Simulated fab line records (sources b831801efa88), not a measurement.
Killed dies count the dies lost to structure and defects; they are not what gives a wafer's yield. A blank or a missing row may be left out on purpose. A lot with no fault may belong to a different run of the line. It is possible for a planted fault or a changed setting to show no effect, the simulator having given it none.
fab line records | flow gf180mcu | part 2 of 2: steps 30 to 39 of 39
[record] lots = 5 wafers = 15 last-day = 33
route steps=602 shown PSD@252 NSD@262 SAB@264 SALICIDE@278 CONTACT@287
lots untouched by any fault: they come from a run of this same line in which no faults occurred
start-h: start of the lot's first displayed wafer, in hours after the record's first day | wait-h: hours since the lot's step before | " same as the row above | L1.1+2: several wafers, shown together as one row | - either no value or no given start | * or withheld: withheld | < > ~ a bound
route shown NAME@n: a module of which the file shows steps, and the number in the route of the first | usual: mean and standard deviation over wafers with no fault | same: alike in all rows | chamber/n: place in a boat | sites: per-site readings | _std_site: standard deviation across them | _edge_site: inner sites' mean taken away from outer sites' mean | radius-mm: how far each site lies from the wafer's centre | mask NAME#n: copy n | behind: the tool/chamber that last shaped the wafer | hold: why the lot was held/for how many hours/how that ended | device: names the non-switching transistor (n, p or np) | end of line: the tests these same wafers got at the end of their route | a step given without rows: its recipe and nothing more | killed: dies that structure and defects cost at the first sort, which is not the same as the wafer's yield | map: dies across one wafer; x = killed, . = not, _ = none there
set.NAME: the setting as run; set.NAME@STEP: as run at that earlier step | model.NAME: the simulator's own value behind a step, which no gauge read
a table for each step, a row for each wafer; lots at some steps of the route
services: from which hour (start-h, from the record's first day; less than 0 if before it) a tool's chamber was out of use, for how many hours, and why
[[steps]]
[step GF_SALICIDE_SPUTTER_03]
[recipe] material = TiN target-thk-nm = 20 power-w = 6500 time-s = 16.7 chamber-pressure-pa = 0.4
[usual] cathode-dc-power-W = 6500.1/1.1 throttle-valve-pct = 30.0/0.76
// columns lot.wafer tool chamber start-h wait-h cathode-dc-power-W throttle-valve-pct
L075.1 pvd-sputter-04 - 352.50 0.0 6499.6 31.8
L075.3 " - " " 6499.8 29.3
L075.4 " - " " 6501.1 29.8
L081.2 pvd-sputter-04 - 403.39 0.0 6503.3 30.3
L081.3 " - " " 6499.9 30.2
L081.5 " - " " 6501.2 30.2
L082.4 pvd-sputter-01 - 414.28 0.0 6500.7 29.5
L082.5 " - " " 6500.2 29.6
L082.6 " - " " 6501.7 29.6
L085.1 pvd-sputter-01 - 438.03 0.0 6499.8 28.8
L085.4 " - " " 6501.8 29.9
L085.6 " - " " 6499.0 29.4
L091.1 pvd-sputter-01 - 496.96 0.0 6500.9 30.2
L091.2 " - " " 6500.1 29.2
L091.6 " - " " 6501.7 29.8
[step GF_SALICIDE_RS_MEAS_04]
[recipe] thk-meas-gauge = four-point-probe reads = TiN_of_SALICIDE_SPUTTER_03+Co_of_SALICIDE_SPUTTER_02
[usual] SALICIDE_TIN_RS = 16.3/0.31
// columns lot.wafer tool chamber start-h wait-h SALICIDE_TIN_RS[ohm/sq]
L075.1 film-metro-02 - 352.53 0.0 16.4
L075.3 " - " " 16.0
L075.4 " - " " 16.4
L081.2 film-metro-02 - 403.43 0.0 16.7
L081.3 " - " " 16.8
L081.5 " - " " 16.6
L082.4 film-metro-01 - 414.37 0.1 16.4
L082.5 " - " " 16.5
L082.6 " - " " 16.4
L085.1 film-metro-01 - 438.06 0.0 16.6
L085.4 " - " " 16.5
L085.6 " - " " 16.6
L091.1 film-metro-02 - 496.98 0.0 15.8
L091.2 " - " " 16.0
L091.6 " - " " 16.1
[step GF_SALICIDE_THK_MEAS_05]
[recipe] thk-meas-gauge = xrf reads = TiN_of_SALICIDE_SPUTTER_03
[usual] SALICIDE_TIN_THK = 20.11/0.23
// columns lot.wafer tool chamber start-h wait-h SALICIDE_TIN_THK[nm]
L075.1 film-metro-02 - 352.65 0.1 20.38
L075.3 " - " " 20.44
L075.4 " - " " 20.59
L081.2 film-metro-02 - 403.54 0.1 20.05
L081.3 " - " " 20.02
L081.5 " - " " 20.00
L082.4 film-metro-01 - 414.46 0.1 20.02
L082.5 " - " " 20.03
L082.6 " - " " 19.85
L085.1 film-metro-01 - 438.18 0.1 19.84
L085.4 " - " " 19.90
L085.6 " - " " 19.52
L091.1 film-metro-02 - 497.10 0.1 20.01
L091.2 " - " " 19.80
L091.6 " - " " 19.79
[step GF_SALICIDE_RTA_06]
[recipe] temp-c = 530 time-s = 30 ambient = N2
[usual] lamp-power-pct = 5.990/0.0063 wafer_temp_C_max = 532.9/0.64
// columns lot.wafer tool chamber start-h wait-h lamp-power-pct wafer_temp_C_max
L075.1 rtp-anneal-01 0 352.71 0.1 5.980 532.1
L075.3 " 0 " " 5.990 532.8
L075.4 " 0 " " 5.992 532.3
L081.2 rtp-anneal-02 0 403.61 0.1 5.996 533.4
L081.3 " 0 " " 6.001 532.1
L081.5 " 0 " " 5.992 533.3
L082.4 rtp-anneal-02 0 414.54 0.1 5.998 533.6
L082.5 " 0 " " 5.995 533.1
L082.6 " 0 " " 5.999 532.2
L085.1 rtp-anneal-02 0 438.24 0.1 5.997 532.8
L085.4 " 0 " " 5.987 533.8
L085.6 " 0 " " 5.988 533.0
L091.1 rtp-anneal-01 0 497.16 0.1 5.988 532.4
L091.2 " 0 " " 5.988 532.5
L091.6 " 0 " " 5.985 533.1
[step GF_SALICIDE_WET_ETCH_07]
[recipe] chemistry = SPM target-depth-nm = 120 dry = n2-spin
// columns lot.wafer tool chamber start-h wait-h
L075.1+3+4 wet-bench-02 2 352.81 0.1
L081.2+3+5 wet-bench-04 3 403.69 0.1
L082.4+5+6 wet-bench-02 3 414.59 0.0
L085.1+4+6 wet-bench-02 3 438.34 0.1
L091.1+2+6 wet-bench-02 1 497.26 0.1
[step GF_SALICIDE_RTA_08]
[recipe] temp-c = 800 time-s = 30 ambient = N2
[usual] lamp-power-pct = 16.630/0.019 wafer_temp_C_max = 804.2/0.94
// columns lot.wafer tool chamber start-h wait-h lamp-power-pct wafer_temp_C_max
L075.1 rtp-anneal-02 0 352.91 0.0 16.653 804.7
L075.3 " 0 " " 16.684 804.1
L075.4 " 0 " " 16.634 804.0
L081.2 rtp-anneal-01 0 403.80 0.0 16.606 803.4
L081.3 " 0 " " 16.616 803.9
L081.5 " 0 " " 16.624 803.6
L082.4 rtp-anneal-01 0 414.73 0.1 16.614 804.1
L082.5 " 0 " " 16.638 803.3
L082.6 " 0 " " 16.659 803.2
L085.1 rtp-anneal-02 0 438.45 0.0 16.622 803.9
L085.4 " 0 " " 16.625 806.8
L085.6 " 0 " " 16.646 804.0
L091.1 rtp-anneal-02 0 497.36 0.0 16.639 805.1
L091.2 " 0 " " 16.650 804.4
L091.6 " 0 " " 16.650 805.7
[step GF_CONTACT_CVD_00]
[recipe] material = SiO2 target-thk-nm = 300 sigma-open-frac = 0.3 temp-c = 400 time-s = 50 sih4-flow-sccm = 60 pressure-mtorr = 6
// columns lot.wafer tool chamber start-h wait-h
L075.1+3+4 hdpcvd-02 1,0,1 353.01 0.1
L081.2+3+5 hdpcvd-01 0,1,2 403.89 0.1
L082.4+5+6 hdpcvd-02 2,0,1 414.80 0.1
L085.1+4+6 hdpcvd-02 0,1,0 438.55 0.1
L091.1+2+6 hdpcvd-01 2,0,1 497.46 0.1
[step GF_CONTACT_THK_MEAS_01]
[recipe] reads = SiO2_of_CONTACT_CVD_00
[usual] CONTACT_CVD_00_THK = 302/3.7
// columns lot.wafer tool chamber start-h wait-h CONTACT_CVD_00_THK[nm]
L075.1 film-metro-04 - 353.06 0.0 304
L075.3 " - " " 302
L075.4 " - " " 303
L081.2 film-metro-01 - 403.94 0.0 297
L081.3 " - " " 303
L081.5 " - " " 306
L082.4 film-metro-01 - 414.86 0.0 307
L082.5 " - " " 300
L082.6 " - " " 303
L085.1 film-metro-01 - 438.59 0.0 305
L085.4 " - " " 306
L085.6 " - " " 305
L091.1 film-metro-01 - 497.50 0.0 297
L091.2 " - " " 293
L091.6 " - " " 295
[step GF_CONTACT_CVD_02]
[recipe] material = SiO2 target-thk-nm = 860 precursor = TEOS temp-c = 400 time-s = 95.992 rf-w = 600
[usual] heater-power-w = 671/110
// columns lot.wafer tool chamber start-h wait-h heater-power-w
L075.1 pecvd-02 1 353.12 0.1 785
L075.3 " 0 " " 747
L075.4 " 0 " " 770
L081.2 pecvd-02 2 403.99 0.0 800
L081.3 " 1 " " 817
L081.5 " 0 " " 647
L082.4 pecvd-04 2 414.92 0.1 614
L082.5 " 1 " " 408
L082.6 " 0 " " 683
L085.1 pecvd-04 0 438.65 0.1 669
L085.4 " 0 " " 726
L085.6 " 2 " " 609
L091.1 pecvd-04 0 497.56 0.1 707
L091.2 " 1 " " 446
L091.6 " 0 " " 713
[step GF_CONTACT_THK_MEAS_03]
[recipe] reads = SiO2_of_CONTACT_CVD_02
[usual] CONTACT_CVD_02_THK = 858/13
// columns lot.wafer tool chamber start-h wait-h CONTACT_CVD_02_THK[nm]
L075.1 film-metro-03 - 353.19 0.0 848
L075.3 " - " " 826
L075.4 " - " " 842
L081.2 film-metro-03 - 404.07 0.0 866
L081.3 " - " " 871
L081.5 " - " " 858
L082.4 film-metro-04 - 414.99 0.0 878
L082.5 " - " " 880
L082.6 " - " " 866
L085.1 film-metro-04 - 438.72 0.0 853
L085.4 " - " " 880
L085.6 " - " " 882
L091.1 film-metro-01 - 497.63 0.0 853
L091.2 " - " " 859
L091.6 " - " " 864
[[services]]
// columns tool chamber start-h hours kind
wet-bench-01 - 298.47 2.1 repair
pecvd-03 - 326.45 1.0 repair
pecvd-04 2 327.83 6.7 repair
pecvd-04 - 336.15 0.8 repair
pvd-sputter-01 - 351.57 1.0 repair
pecvd-04 0 352.63 2.1 repair
rtp-anneal-02 - 353.40 34.4 pm
wet-bench-02 - 355.19 3.1 repair
iline-stepper-01 - 363.31 8.9 pm
wet-bench-01 - 366.51 8.6 repair
pecvd-02 - 368.88 14.0 pm
iline-stepper-02 - 372.19 4.4 pm
iline-stepper-01 - 383.80 1.7 pm
hdpcvd-02 - 399.99 2.3 repair
pecvd-03 - 416.91 5.5 pm
iline-stepper-02 - 417.64 1.7 pm
iline-stepper-02 - 430.03 8.9 pm
rtp-anneal-01 - 431.27 5.8 pm
pecvd-02 0 441.13 16.9 repair
iline-stepper-02 - 462.30 4.7 repair
pvd-sputter-04 - 468.70 5.2 repair
pvd-sputter-01 - 477.87 5.1 repair
pvd-sputter-04 - 491.37 1.8 repair
iline-stepper-02 - 492.95 0.6 repair
